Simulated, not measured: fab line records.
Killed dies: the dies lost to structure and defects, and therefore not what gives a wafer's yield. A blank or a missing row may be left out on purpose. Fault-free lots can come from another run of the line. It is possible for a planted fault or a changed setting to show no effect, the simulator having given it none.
Code-filled problem report in 8D (eight disciplines) form || flow gf180mcu || the parts of the form that need people (team, actions taken, sign-off) are left out

## 1. WHAT WENT WRONG
Mean of exposure_dose_mJ_cm2 at GF_M5_EXPOSE_04: 27.41 across 6 wafers in 2 lots; on wafers with no fault it is 27.97 (standard deviation 0.031). Relative to the usual mean, that is a shift of -18 standard deviations.
The step: exposes mask Metal5, target cd 280 nm.
First observed at day 29 18:52: wafer L674.2, on krf_scanner-02. At this step, 18 wafers from 6 lots have a number in the record. Rule for "out", or "out of limits": more than 4 standard deviations from the usual mean. Any other wafer with a number is counted as sound.

## 2. WHAT IT IS, WHAT IT ISN'T
{"question": "which readings at this step", "is": "exposure_dose_mJ_cm2", "is not": "-"}
{"question": "which lots", "is": "L674, L675", "is not": "L665, L667, L680, L683"}
{"question": "which wafers of those lots", "is": "all that have a number", "is not": "-"}
{"question": "read on which tools", "is": "krf_scanner-02", "is not": "krf_scanner-01"}
{"question": "when", "is": "from day 29 18:52", "is not": "up to then (6 sound wafers); but 6 sound wafers of L680, L683 came after"}

## 3. THE SUSPECTS, EACH WITH WHAT RULES IT OUT
Counting: a tool at any process step up to the reading remains a suspect when it ran all the lots that are out and ran no sound lot after the first of those.
- krf_scanner-02 at GF_M5_EXPOSE_04 (exposes mask Metal5, target cd 280 nm): kept. It ran every lot that is out, first L674 (day 29 18:52), and no sound lot after that; its last sound lot up to then is L667 (day 27 16:22). Its own exposure_dose_mJ_cm2 readings are out on those wafers.
Remaining after the count: krf_scanner-02 at GF_M5_EXPOSE_04.

## 4. THE CAUSE (what the simulator had put in)
Drift in process parameters on krf_scanner-02 at GF_M5_EXPOSE_04, starting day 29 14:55. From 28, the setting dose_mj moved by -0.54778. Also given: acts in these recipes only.
Counting left only this tool.

## 5. THE EFFECT CHAIN, in route order
Rows list readings where the struck wafers' mean (over those with a number) sits beyond 3 standard deviations from the usual. Only readings whose record carries a usual standard deviation are examined. hours: median over the lots of the time between each lot's start at the first step of this table that gives one and its start at this step. sigmas: the change, counted in usual standard deviations.
{"hours": 0, "step": "GF_M5_EXPOSE_04", "reading": "exposure_dose_mJ_cm2", "usual": 27.97, "on struck wafers": 27.41, "change": -0.56, "sigmas": -18}
Here are the process steps it includes:
- GF_M5_EXPOSE_04: exposes mask Metal5, target cd 280 nm.
At these later measuring or inspecting steps, every struck wafer for which the step has a row has a number for every such reading, and none has moved that far: GF_M5_CD_MEAS_07, GF_M5_OVL_MEAS_08.

## 6. HOW IT WOULD HAVE BEEN CAUGHT EARLIER
In this record the first reading out of limits was taken at day 29 18:52, 4 hours after the fault began at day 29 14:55.
